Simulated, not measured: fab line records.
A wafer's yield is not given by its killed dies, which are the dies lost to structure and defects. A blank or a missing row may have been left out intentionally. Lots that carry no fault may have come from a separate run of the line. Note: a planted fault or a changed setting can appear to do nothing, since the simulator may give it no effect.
fab line records	flow sky130
record lots=6	wafers=18	last_day=51
route steps=708 shown METAL2@497 VIA2@507 PAD_OPEN@708
lots untouched by any fault: they come from a run of this same line in which no faults occurred
start_h: hours from the record's opening day to when the first of the lot's shown wafers began	wait_h: hours from the lot's prior step to this one	" the same as in the row above	L1.1+2: several wafers, shown together as one row	- either no value or no given start	* or withheld: withheld	< > ~ a bound
route shown NAME@n: a module of which the file shows steps, and the number in the route of the first	usual: mean and standard deviation over wafers with no fault	same: alike in all rows	chamber/n: place in a boat	sites: per-site readings	_std_site: how widely they spread, as a standard deviation	_edge_site: mean of outer sites minus mean of inner sites	radius_mm: how far each site lies from the wafer's centre	mask NAME#n: copy n	behind: the last tool/chamber to shape the wafer	hold: the reason the lot was held/the length of the hold in hours/how it ended	device: whichever transistor did not switch (one of n, p or np)	end of line: the route-end tests of the same wafers	a step with no rows: only its recipe	killed: count of dies lost to structure and defects at first sort (not the wafer's yield)	map: dies across one wafer; x = killed, . = not, _ = none there
set.NAME: setting as actually run; set.NAME@STEP: the setting as run at that earlier step	model.NAME: the simulator's own value behind a step, which no gauge read
lots at some steps of the route; a table a step, a row a wafer
services: a tool's chamber out of use, with start hour (start_h, from the record's first day; less than 0 if before it), hours out, and reason
## steps
# step SKY_METAL2_DEVELOP_14
# recipe develop_time_s=60	resist=KrF-thick	dev_temp_c=21
# step SKY_METAL2_CD_MEAS_15
# recipe target_cd_nm=140
# usual cd_nm=139.9/1.4
lot.wafer	tool	chamber	start_h	wait_h	cd_nm
L565.2	cd_sem-01	-	870.29	-	139.0
L565.4	"	-	"	"	138.6
L565.6	"	-	"	"	138.6
L569.1	cd_sem-02	-	896.97	-	136.8
L569.4	"	-	"	"	136.3
L569.6	"	-	"	"	137.7
L575.1	cd_sem-01	-	956.59	-	138.5
L575.5	"	-	"	"	139.5
L575.6	"	-	"	"	140.2
L577.1	cd_sem-02	-	968.97	-	139.6
L577.2	"	-	"	"	140.3
L577.6	"	-	"	"	139.0
L580.2	cd_sem-02	-	984.54	-	138.8
L580.4	"	-	"	"	138.1
L580.6	"	-	"	"	138.9
L581.3	cd_sem-02	-	1020.13	-	141.3
L581.5	"	-	"	"	138.5
L581.6	"	-	"	"	139.0
# step SKY_METAL2_OVL_MEAS_16
# usual METAL2_OVL=3/5.4
lot.wafer	tool	chamber	start_h	wait_h	METAL2_OVL[nm]
L565.2	overlay-02	-	870.39	0.1	4
L565.4	"	-	"	"	0
L565.6	"	-	"	"	-1
L569.1	overlay-02	-	897.09	0.1	3
L569.4	"	-	"	"	13
L569.6	"	-	"	"	9
L575.1	overlay-02	-	956.71	0.1	-1
L575.5	"	-	"	"	2
L575.6	"	-	"	"	13
L577.1	overlay-01	-	969.09	0.1	5
L577.2	"	-	"	"	10
L577.6	"	-	"	"	3
L580.2	overlay-02	-	984.64	0.1	-3
L580.4	"	-	"	"	2
L580.6	"	-	"	"	7
L581.3	overlay-01	-	1020.22	0.1	3
L581.5	"	-	"	"	0
L581.6	"	-	"	"	-4
# step SKY_METAL2_DESCUM_17
# recipe chemistry=O2	source_power_w=150	bias_power_w=0	pressure_mtorr=10	temp_c=40	time_s=8
# usual drypump_motor_current_A=5.6/0.43	he_backside_leak_sccm=3.4/0.4	oes_product_au=1.008/0.012
lot.wafer	tool	chamber	start_h	wait_h	drypump_motor_current_A	he_backside_leak_sccm	oes_product_au	rf_hours_counter_h
L565.2	rie_metal-01	1	870.42	0.0	5.2	3.3	1.007	12
L565.4	"	0	"	"	6.0	6.5	1.014	-
L565.6	"	0	"	"	6.0	3.6	1.001	-
L569.1	rie_metal-01	1	897.12	0.0	5.2	3.2	0.998	13
L569.4	"	1	"	"	5.3	3.2	1.006	-
L569.6	"	1	"	"	5.2	3.2	1.012	-
L575.1	rie_metal-02	1	956.75	0.0	4.9	3.7	0.990	1
L575.5	"	0	"	"	6.2	3.1	1.001	-
L575.6	"	1	"	"	4.8	3.7	0.992	-
L577.1	rie_metal-04	1	969.12	0.0	5.9	3.1	1.017	17
L577.2	"	0	"	"	5.5	3.4	1.016	10
L577.6	"	1	"	"	5.9	3.1	1.019	-
L580.2	rie_metal-01	1	984.67	0.0	5.2	3.3	1.007	17
L580.4	"	0	"	"	6.0	3.8	0.993	-
L580.6	"	0	"	"	6.0	3.8	1.005	-
L581.3	rie_metal-02	1	1020.26	0.0	4.9	3.6	1.003	-
L581.5	"	0	"	"	6.2	3.2	1.010	-
L581.6	"	1	"	"	4.8	3.6	0.995	-
# step SKY_METAL2_ETCH_18
# recipe chemistry=N2/H2	target=BARC	ion_energy_ev=200	bias_w=100	pressure_mtorr=30	n2_flow_sccm=100	h2_flow_sccm=200	icp_w=500	stop_on=SiO2	time_s=45.9	target_depth_a=600
# usual drypump_motor_current_A=5.6/0.43	he_backside_leak_sccm=3.4/0.34	oes_product_au=0.854/0.0049	throttle_valve_pct=13.224/0.0085
lot.wafer	tool	chamber	start_h	wait_h	drypump_motor_current_A	he_backside_leak_sccm	oes_product_au	rf_hours_counter_h	throttle_valve_pct
L565.2	rie_metal-01	1	870.45	0.0	5.2	3.2	0.854	12	13.232
L565.4	"	0	"	"	6.0	3.6	0.848	-	13.223
L565.6	"	0	"	"	6.0	3.4	0.855	-	13.238
L569.1	rie_metal-01	1	897.15	0.0	5.2	3.2	0.862	13	13.233
L569.4	"	1	"	"	5.3	3.1	0.847	-	13.237
L569.6	"	1	"	"	5.2	3.0	0.852	-	13.229
L575.1	rie_metal-02	1	956.78	0.0	4.9	3.6	0.854	1	13.238
L575.5	"	0	"	"	6.2	3.2	0.854	-	13.222
L575.6	"	1	"	"	4.9	3.7	0.850	-	13.218
L577.1	rie_metal-04	1	969.16	0.0	5.9	3.2	0.859	17	13.230
L577.2	"	0	"	"	5.6	3.5	0.847	10	13.245
L577.6	"	1	"	"	6.0	3.0	0.858	-	13.248
L580.2	rie_metal-01	1	984.71	0.0	5.3	3.2	0.855	17	13.221
L580.4	"	0	"	"	6.0	3.7	0.849	-	13.229
L580.6	"	0	"	"	5.9	3.6	0.852	-	13.212
L581.3	rie_metal-02	1	1020.30	0.0	4.9	3.6	0.849	-	13.227
L581.5	"	0	"	"	6.2	3.2	0.850	-	13.228
L581.6	"	1	"	"	4.9	3.5	0.855	-	13.234
# step SKY_METAL2_METAL_ETCH_19
# recipe target_depth_a=3600	stop_on=SiO2	over_etch_frac=0.3	time_s=78	chemistry=Cl2/BCl3	resist_sidewall_deg=88	pressure_mtorr=10	icp_w=900	bias_w=48.5	Cl2_flow_sccm=60	bcl3_flow_sccm=30
# usual drypump_motor_current_A=5.6/0.43	he_backside_leak_sccm=3.41/0.23	mfc_cl2_sccm=59.98/0.18	oes_product_au=0.854/0.0055	throttle_valve_pct=22.265/0.0086
lot.wafer	tool	chamber	start_h	wait_h	drypump_motor_current_A	he_backside_leak_sccm	mfc_cl2_sccm	oes_product_au	rf_hours_counter_h	throttle_valve_pct
L565.2	rie_metal-01	1	870.52	0.0	5.2	3.14	60.14	0.849	12	22.261
L565.4	"	0	"	"	6.0	3.42	59.93	0.859	-	22.268
L565.6	"	0	"	"	6.0	3.68	59.83	0.857	-	22.258
L569.1	rie_metal-01	1	897.22	0.0	5.2	3.01	60.19	0.848	13	22.261
L569.4	"	1	"	"	5.2	3.03	60.38	0.857	-	22.262
L569.6	"	1	"	"	5.2	3.10	60.09	0.852	-	22.274
L575.1	rie_metal-02	1	956.84	0.0	4.8	3.61	59.95	0.845	1	22.264
L575.5	"	0	"	"	6.2	3.33	59.96	0.847	-	22.266
L575.6	"	1	"	"	4.8	3.58	59.98	0.849	-	22.271
L577.1	rie_metal-04	1	969.22	0.0	6.0	3.43	59.98	0.853	17	22.258
L577.2	"	0	"	"	5.6	3.74	59.99	0.854	10	22.277
L577.6	"	1	"	"	5.9	3.34	60.11	0.856	-	22.259
L580.2	rie_metal-01	1	984.77	0.0	5.3	2.95	60.07	0.851	17	22.256
L580.4	"	0	"	"	6.0	3.65	60.04	0.858	-	22.270
L580.6	"	0	"	"	5.9	3.56	59.97	0.852	-	22.258
L581.3	rie_metal-02	1	1020.37	0.1	4.8	3.56	60.06	0.845	-	22.261
L581.5	"	0	"	"	6.2	3.31	59.87	0.842	-	22.254
L581.6	"	1	"	"	4.8	3.64	59.98	0.849	-	22.274
# step SKY_METAL2_STRIP_20
# recipe chemistry=O2/N2	power_w=1400	pressure_mtorr=1500	platen_temp_c=withheld	o2_flow_sccm=3000	n2_flow_sccm=300	overash_fraction=0.5
# usual drypump_motor_current_A=5.8/0.47	oes_product_au=0.340/0.0051	strip_time_to_endpoint_s=2.65/0.056
lot.wafer	tool	chamber	start_h	wait_h	drypump_motor_current_A	oes_product_au	rf_hours_counter_h	strip_time_to_endpoint_s
L565.2	plasma_asher-01	1	870.61	0.1	5.7	0.348	13	2.68
L565.4	"	0	"	"	6.7	0.339	-	2.59
L565.6	"	0	"	"	6.7	0.340	-	2.63
L569.1	plasma_asher-02	0	897.31	0.1	5.8	0.345	76	2.70
L569.4	"	1	"	"	5.9	0.332	-	2.69
L569.6	"	1	"	"	5.9	0.344	-	2.68
L575.1	plasma_asher-04	1	956.93	0.1	5.3	0.339	114	2.74
L575.5	"	1	"	"	5.3	0.344	-	2.68
L575.6	"	0	"	"	5.3	0.346	-	2.76
L577.1	plasma_asher-04	0	969.31	0.1	5.3	0.341	116	2.59
L577.2	"	1	"	"	5.3	0.336	116	2.59
L577.6	"	0	"	"	5.4	0.345	-	2.58
L580.2	plasma_asher-01	1	984.86	0.1	5.7	0.343	25	2.70
L580.4	"	1	"	"	5.7	0.337	-	2.65
L580.6	"	0	"	"	6.6	0.343	-	2.67
L581.3	plasma_asher-02	0	1020.47	0.1	5.8	0.342	-	2.68
L581.5	"	0	"	"	5.8	0.339	-	2.61
L581.6	"	1	"	"	5.9	0.334	-	2.70
# step SKY_METAL2_STRIP_21
# recipe chemistry=post_etch_residue_remover	time_s=1200	temp_c=72.5
# step SKY_METAL2_CLEAN_22
# recipe chemistry=IPA	time_s=180	temp_c=25
# step SKY_METAL2_CLEAN_23
# recipe chemistry=O3/DIW	dry=n2_spin
# step SKY_VIA2_HDPCVD_00
# recipe material=SiO2	target_thk_nm=1180	sigma_open_frac=0.3	time_s=196.7	temp_c=400	sih4_flow_sccm=60	pressure_mtorr=6
# step SKY_VIA2_THK_MEAS_01
# recipe reads=SiO2_of_VIA2_HDPCVD_00
# usual VIA2_HDPCVD_THK=1177/12
lot.wafer	tool	chamber	start_h	wait_h	VIA2_HDPCVD_THK[nm]
L565.2	film_metro-02	-	871.34	0.1	1164
L565.4	"	-	"	"	1176
L565.6	"	-	"	"	1164
L569.1	film_metro-01	-	898.04	0.1	1203
L569.4	"	-	"	"	1182
L569.6	"	-	"	"	1189
L575.1	film_metro-02	-	957.65	0.1	1186
L575.5	"	-	"	"	1181
L575.6	"	-	"	"	1187
L577.1	film_metro-01	-	970.03	0.1	1163
L577.2	"	-	"	"	1183
L577.6	"	-	"	"	1173
L580.2	film_metro-02	-	985.59	0.1	1154
L580.4	"	-	"	"	1164
L580.6	"	-	"	"	1190
L581.3	film_metro-01	-	1021.17	0.1	1161
L581.5	"	-	"	"	1161
L581.6	"	-	"	"	1165
# step SKY_VIA2_CMP_02
# recipe material=SiO2	down_force_psi=4	platen_rpm=60	pad_velocity_m_s=0.94248
# usual motor_current_A=11.8/1.2	platen_rpm=60.00/0.038	slurry_filter_dp_kPa=13.52/0.13
lot.wafer	tool	chamber	start_h	wait_h	motor_current_A	platen_rpm	slurry_filter_dp_kPa
L565.2	cmp-01	2	871.44	0.1	14.1	66.08	13.57
L565.4	"	3	"	"	11.4	59.95	13.51
L565.6	"	1	"	"	10.3	59.97	13.63
L569.1	cmp-01	0	898.15	0.1	11.7	60.00	13.61
L569.4	"	2	"	"	13.3	66.05	13.55
L569.6	"	3	"	"	11.8	60.04	13.59
L575.1	cmp-02	3	957.81	0.1	11.1	60.02	13.42
L575.5	"	1	"	"	11.3	60.04	13.61
L575.6	"	2	"	"	12.1	60.00	13.70
L577.1	cmp-01	3	970.19	0.1	11.7	60.04	13.41
L577.2	"	0	"	"	11.6	60.01	13.58
L577.6	"	2	"	"	14.7	60.04	13.58
L580.2	cmp-01	3	985.74	0.1	11.8	59.98	13.64
L580.4	"	0	"	"	12.3	59.94	13.46
L580.6	"	1	"	"	10.5	60.00	13.56
L581.3	cmp-02	0	1021.36	0.2	11.7	60.06	13.65
L581.5	"	1	"	"	10.6	59.94	13.28
L581.6	"	2	"	"	12.2	59.99	13.71
# step SKY_VIA2_BOW_MEAS_03
# recipe mode=bow
# usual VIA2_BOW=86/7.6
lot.wafer	tool	chamber	start_h	wait_h	VIA2_BOW[um]
L565.2	film_metro-03	-	871.71	0.2	76
L565.4	"	-	"	"	91
L565.6	"	-	"	"	83
L569.1	film_metro-02	-	898.40	0.2	101
L569.4	"	-	"	"	95
L569.6	"	-	"	"	87
L575.1	film_metro-03	-	958.01	0.1	93
L575.5	"	-	"	"	87
L575.6	"	-	"	"	78
L577.1	film_metro-03	-	970.39	0.1	89
L577.2	"	-	"	"	93
L577.6	"	-	"	"	84
L580.2	film_metro-03	-	985.96	0.2	74
L580.4	"	-	"	"	77
L580.6	"	-	"	"	73
L581.3	film_metro-03	-	1021.55	0.1	69
L581.5	"	-	"	"	83
L581.6	"	-	"	"	79
# step SKY_PAD_OPEN_PROBE_99
# usual defect_limited_yield=82.3/2.1	killed_at_M0_to_M3=44/7.2	killed_at_M4_up=3.1/1.7	killed_at_contacts=24/5.2	killed_at_front_end=15/4.1	killed_at_other=0.3/0.61	killed_dies=87/10	killed_on_rim=17/3.8	killed_open=48/7.5	killed_short=39/6.6	sort_bin_3_pad_short=0.8/0.39	sort_bin_5_function=10.4/1.7	sort_bin_6_memory=6.5/1.1	sort_n_pass=405/10	sort_yield_pct=82.3/2.1
# same gross_dies=492	killed_at_back_side=0	sort_bin_4_leakage[%]=0	sort_bin_8_speed[%]=0
lot.wafer	tool	chamber	start_h	wait_h	defect_limited_yield[%]	killed_at_M0_to_M3	killed_at_M4_up	killed_at_contacts	killed_at_front_end	killed_at_other	killed_dies	killed_on_rim	killed_open	killed_short	sort_bin_3_pad_short[%]	sort_bin_5_function[%]	sort_bin_6_memory[%]	sort_n_pass	sort_yield_pct[%]
L565.2	prober-02	-	1114.79	0.1	81.1	39	3	34	17	0	93	17	55	38	1.0	12.4	5.5	399	81.1
L565.4	prober-02	-	1114.89	0.2	81.7	53	1	22	14	0	90	23	53	37	0.8	9.3	8.1	402	81.7
L565.6	prober-02	-	1114.99	0.2	85.0	43	5	14	12	0	74	23	39	35	0.8	10.2	4.1	418	85.0
L569.1	prober-02	-	1135.20	0.1	84.6	49	2	15	10	0	76	15	46	30	1.0	7.9	6.5	416	84.6
L569.4	prober-02	-	1135.35	0.2	79.7	59	3	28	10	0	100	15	49	50	0.4	13.0	6.9	392	79.7
L569.6	prober-02	-	1135.45	0.2	79.5	58	2	26	15	0	101	22	57	44	1.4	11.6	7.5	391	79.5
L575.1	prober-02	-	1179.12	0.1	83.5	37	3	25	16	0	81	16	46	35	0.6	9.6	6.3	411	83.5
L575.5	prober-02	-	1179.32	0.2	82.1	42	1	24	21	0	88	22	46	42	0.8	12.2	4.9	404	82.1
L575.6	prober-02	-	1179.37	0.2	81.1	55	4	15	19	0	93	18	54	39	1.2	9.8	7.9	399	81.1
L577.1	prober-02	-	1186.64	0.1	79.5	56	3	34	8	0	101	16	64	37	0.8	11.0	8.7	391	79.5
L577.2	prober-02	-	1186.69	0.1	82.3	40	6	24	17	0	87	18	54	33	0.4	11.0	6.3	405	82.3
L577.6	prober-02	-	1186.89	0.2	80.9	59	1	21	13	0	94	17	49	45	0.6	11.2	7.3	398	80.9
L580.2	prober-01	-	1197.64	0.1	81.5	43	2	27	18	1	91	15	40	50	0.8	12.0	5.7	401	81.5
L580.4	prober-01	-	1197.74	0.2	82.1	42	4	24	18	0	88	17	47	41	0.6	9.8	7.5	404	82.1
L580.6	prober-01	-	1197.84	0.2	82.9	44	1	17	21	1	84	14	49	35	1.2	10.0	5.9	408	82.9
L581.3	prober-01	-	1219.05	0.2	84.6	40	2	22	12	0	76	18	44	32	1.2	8.1	6.1	416	84.6
L581.5	prober-01	-	1219.15	0.2	80.7	50	3	28	14	0	95	27	53	42	0.6	12.4	6.3	397	80.7
L581.6	prober-01	-	1219.20	0.2	79.5	48	3	33	17	0	101	21	49	52	1.4	12.0	7.1	391	79.5
# killed by level:class
L565.2 CONTACT:geometric_particle:open=12 LI_CONTACT:geometric_particle:open=11 FIELD_ISO:geometric_particle:short=7 VIA1:geometric_particle:open=6 VIA3:geometric_particle:open=6 LOCAL_INTERCONNECT:geometric_particle:short=5 VIA2:geometric_particle:open=5 FIELD_ISO:geometric_particle:open=4
L565.4 VIA3:geometric_particle:open=12 CONTACT:geometric_particle:open=10 VIA1:geometric_particle:open=7 METAL1:geometric_particle:short=6 VIA2:geometric_particle:open=6 POLY_GATE:geometric_particle:short=5 LI_CONTACT:geometric_particle:open=5 LOCAL_INTERCONNECT:geometric_particle:short=4
L565.6 LI_CONTACT:geometric_particle:open=7 VIA3:geometric_particle:open=7 VIA1:geometric_particle:open=6 VIA2:geometric_particle:open=6 METAL1:geometric_particle:open=5 METAL4:geometric_particle:short=5 METAL1:geometric_particle:short=4 VIA1:geometric_particle:short=4
L569.1 VIA1:geometric_particle:open=10 VIA2:geometric_particle:open=10 VIA3:geometric_particle:open=7 CONTACT:geometric_particle:open=6 METAL3:geometric_particle:short=6 VIA3:geometric_particle:short=4 VIA2:geometric_particle:short=3 POLY_GATE:geometric_particle:open=3
L569.4 VIA1:geometric_particle:open=15 VIA3:geometric_particle:short=10 METAL1:geometric_particle:short=9 VIA3:geometric_particle:open=9 LI_CONTACT:geometric_particle:open=8 CONTACT:geometric_particle:open=8 LOCAL_INTERCONNECT:geometric_particle:short=6 VIA2:geometric_particle:open=5
L569.6 VIA1:geometric_particle:open=12 VIA2:geometric_particle:open=10 CONTACT:geometric_particle:open=10 METAL1:geometric_particle:short=9 LI_CONTACT:geometric_particle:open=7 VIA3:geometric_particle:open=6 VIA1:geometric_particle:short=5 POLY_GATE:geometric_particle:open=4
L575.1 CONTACT:geometric_particle:open=11 VIA1:geometric_particle:open=10 METAL1:geometric_particle:short=6 VIA2:geometric_particle:open=5 FIELD_ISO:geometric_particle:open=4 LI_CONTACT:geometric_particle:open=4 VIA2:geometric_particle:short=4 VIA3:geometric_particle:open=4
L575.5 CONTACT:geometric_particle:open=12 VIA2:geometric_particle:open=9 METAL1:geometric_particle:short=7 POLY_GATE:geometric_particle:short=6 LI_CONTACT:geometric_particle:open=5 LOCAL_INTERCONNECT:geometric_particle:short=5 VIA1:geometric_particle:short=5 METAL2:geometric_particle:short=5
L575.6 METAL1:geometric_particle:short=12 VIA3:geometric_particle:open=11 VIA1:geometric_particle:open=9 VIA2:geometric_particle:open=8 CONTACT:geometric_particle:open=7 METAL2:geometric_particle:short=7 FIELD_ISO:geometric_particle:open=4 POLY_GATE:geometric_particle:short=4
L577.1 VIA1:geometric_particle:open=18 CONTACT:geometric_particle:open=15 VIA3:geometric_particle:open=8 LI_CONTACT:geometric_particle:open=6 METAL1:geometric_particle:short=6 VIA2:geometric_particle:open=6 LI_CONTACT:geometric_particle:short=5 CONTACT:geometric_particle:short=5
L577.2 VIA1:geometric_particle:open=11 CONTACT:geometric_particle:open=10 VIA2:geometric_particle:open=8 VIA1:geometric_particle:short=6 VIA3:geometric_particle:open=6 FIELD_ISO:geometric_particle:open=4 SPACER:geometric_particle:open=4 LI_CONTACT:geometric_particle:short=4
L577.6 VIA1:geometric_particle:open=15 LI_CONTACT:geometric_particle:open=10 VIA3:geometric_particle:open=9 VIA1:geometric_particle:short=7 METAL1:geometric_particle:short=6 METAL2:geometric_particle:short=6 LOCAL_INTERCONNECT:geometric_particle:short=5 VIA2:geometric_particle:open=5
L580.2 METAL1:geometric_particle:short=10 CONTACT:geometric_particle:open=8 LI_CONTACT:geometric_particle:open=7 LOCAL_INTERCONNECT:geometric_particle:short=6 VIA1:geometric_particle:open=6 VIA1:geometric_particle:short=6 METAL2:geometric_particle:short=6 VIA3:geometric_particle:open=5
L580.4 VIA2:geometric_particle:open=9 VIA1:geometric_particle:open=8 LI_CONTACT:geometric_particle:open=6 VIA3:geometric_particle:open=6 LOCAL_INTERCONNECT:geometric_particle:short=5 CONTACT:geometric_particle:open=5 VIA1:geometric_particle:short=5 METAL2:geometric_particle:short=5
L580.6 VIA1:geometric_particle:open=8 POLY_GATE:geometric_particle:short=7 LI_CONTACT:geometric_particle:open=7 METAL2:geometric_particle:short=6 VIA3:geometric_particle:open=6 CONTACT:geometric_particle:open=5 VIA2:geometric_particle:short=5 FIELD_ISO:geometric_particle:open=4
L581.3 CONTACT:geometric_particle:open=12 VIA1:geometric_particle:open=7 METAL1:geometric_particle:short=7 VIA2:geometric_particle:open=7 VIA1:geometric_particle:short=5 LI_CONTACT:geometric_particle:short=4 METAL2:geometric_particle:short=4 VIA3:geometric_particle:open=4
L581.5 VIA1:geometric_particle:open=13 CONTACT:geometric_particle:open=11 METAL2:geometric_particle:short=10 LI_CONTACT:geometric_particle:open=7 FIELD_ISO:geometric_particle:short=6 LOCAL_INTERCONNECT:geometric_particle:open=4 CONTACT:geometric_particle:short=4 METAL1:geometric_particle:short=4
L581.6 METAL2:geometric_particle:short=15 CONTACT:geometric_particle:open=10 LI_CONTACT:geometric_particle:open=8 CONTACT:geometric_particle:short=7 VIA1:geometric_particle:open=6 VIA2:geometric_particle:open=6 FIELD_ISO:geometric_particle:open=5 LOCAL_INTERCONNECT:geometric_particle:short=5
## services
tool	chamber	start_h	hours	kind
cmp-02	-	849.14	1.7	repair
cmp-02	-	854.61	1.8	repair
rie_metal-04	-	884.22	2.8	pm
rie_metal-01	-	890.63	2.8	pm
rie_metal-02	0	901.22	-	clean
rie_metal-02	0	901.22	19.3	scheduled_down
rie_metal-02	0	901.22	19.3	vent_cycle
cmp-01	-	906.92	6.5	repair
cmp-01	-	913.43	4.0	pm
cmp-01	-	917.43	-	consumable_replace:conditioner
cmp-01	-	917.43	-	consumable_replace:pad
rie_metal-02	1	922.62	-	clean
rie_metal-02	1	922.62	18.3	scheduled_down
rie_metal-02	1	922.62	18.3	vent_cycle
rie_metal-01	-	925.09	1.0	repair
plasma_asher-04	-	932.23	0.7	repair
cmp-01	-	955.08	1.2	repair
cmp-01	-	966.97	1.0	repair
cmp-02	-	970.35	5.6	pm
rie_metal-01	-	1000.67	4.0	pm
cmp-01	-	1002.27	7.2	pm
plasma_asher-02	-	1004.06	3.9	repair
plasma_asher-01	-	1017.30	14.6	pm
## key
first_sign step=SKY_VIA2_CMP_02	reading=platen_rpm	direction=up	sigmas=99+	usual=60.00	struck=66.07
effect none on later readings
met_at SKY_VIA2_CMP_02
struck_wafers L565.2,L569.4
fault kind=process_parameter_drift	tool=cmp-01	chamber=2	onset_h=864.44	steps=SKY_VIA2_CMP_02	channel=platen_rpm	offset=6	shape=step	end_h=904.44	acts_in=these_recipes_only	stated=60
